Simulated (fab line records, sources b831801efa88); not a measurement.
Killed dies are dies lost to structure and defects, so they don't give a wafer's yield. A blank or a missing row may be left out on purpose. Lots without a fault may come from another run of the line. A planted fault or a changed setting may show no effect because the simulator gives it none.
One fault seen from 2 desks | flow gf180mcu | each desk has only its own numbers; what lay behind them comes last

THE METROLOGY DESK
What the gauges read, lot by lot, whatever tool the lot ran on: means of the sampled wafers that have a number. A lot is out of limits, marked OUT, if its mean lies more than 4 standard deviations from the usual mean; the brackets give that distance.
Columns: A = DNWELL_TW at GF_DNWELL_TW_MEAS_09, usual 1344; B = MVPSD_TW at GF_MVPSD_TW_MEAS_11, usual 551; C = MVPSD_RS at GF_VT_IMPLANT_RS_MEAS_49, usual 1170 ohm/sq
lot  | first seen here | A    | B             | C
L650 | day 3 00:29     | 1355 | 544           | 1169
L651 | day 3 05:54     | 1332 | 743 (+64) OUT | 597 (-99 or more) OUT
L656 | day 4 10:28     | 1345 | 748 (+66) OUT | 596 (-99 or more) OUT
L660 | day 5 06:02     | 1352 | 552           | 1167
L662 | day 5 16:32     | 1336 | 551           | 1167
L664 | day 6 09:37     | 1334 | 553           | 1165
L666 | day 6 15:35     | 1338 | 555           | 1172
L667 | day 6 18:56     | 1347 | 548           | 1177
L668 | day 7 04:16     | 1354 | 551           | 1171
L669 | day 7 08:47     | 1353 | 556           | 1170
L671 | day 7 20:40     | 1353 | 552           | 1170
This desk's finding: out of limits on L651, L656; first on L651, day 5 15:47 (MVPSD_TW at GF_MVPSD_TW_MEAS_11). In limits: L650, L660, L662, L664, L666, L667, L668, L669, L671.

THE TOOL OWNER'S DESK: implanter-01
The tool's own readings at GF_MVPSD_IMPLANT_09: means of the sampled wafers that have a number, for each lot that ran on this tool. A lot is out of limits, marked OUT, if its mean lies more than 4 standard deviations from the usual mean; the brackets give that distance.
Columns: A = dose_ions_cm2 at GF_MVPSD_IMPLANT_09, usual 5.001e+12; B = faraday_current_uA at GF_MVPSD_IMPLANT_09, usual 28.3
lot  | first seen here | A                           | B
L650 | day 5 09:54     | 5.003e+12                   | 28.2
L651 | day 5 15:33     | 5.318e+13 (+99 or more) OUT | 297.8 (+99 or more) OUT
L656 | day 6 20:49     | 5.319e+13 (+99 or more) OUT | 296.7 (+99 or more) OUT
L666 | day 9 10:12     | 5.003e+12                   | 29.0
L669 | day 10 04:47    | 5.001e+12                   | 28.5
This desk's finding: out of limits on L651, L656; first on L651, day 5 15:33 (dose_ions_cm2 at GF_MVPSD_IMPLANT_09). In limits: L650, L666, L669.

PUT TOGETHER
The tool owner's desk could have raised an alarm at day 5 15:33, on L651, L656.
The metrology desk could have raised an alarm at day 5 15:47, on L651, L656.
Of the lots named, all ran GF_MVPSD_IMPLANT_09 on implanter-01.

WHAT THE SIMULATOR HAD PUT IN
Process parameter drift: implanter-01, from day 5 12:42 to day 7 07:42, at GF_MVPSD_IMPLANT_09. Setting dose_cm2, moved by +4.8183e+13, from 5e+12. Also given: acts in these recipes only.
Lots struck among those shown: L651, L656.
Hours from the fault's start to each desk's first reading out of limits: the tool owner's desk, 3; the metrology desk, 3.
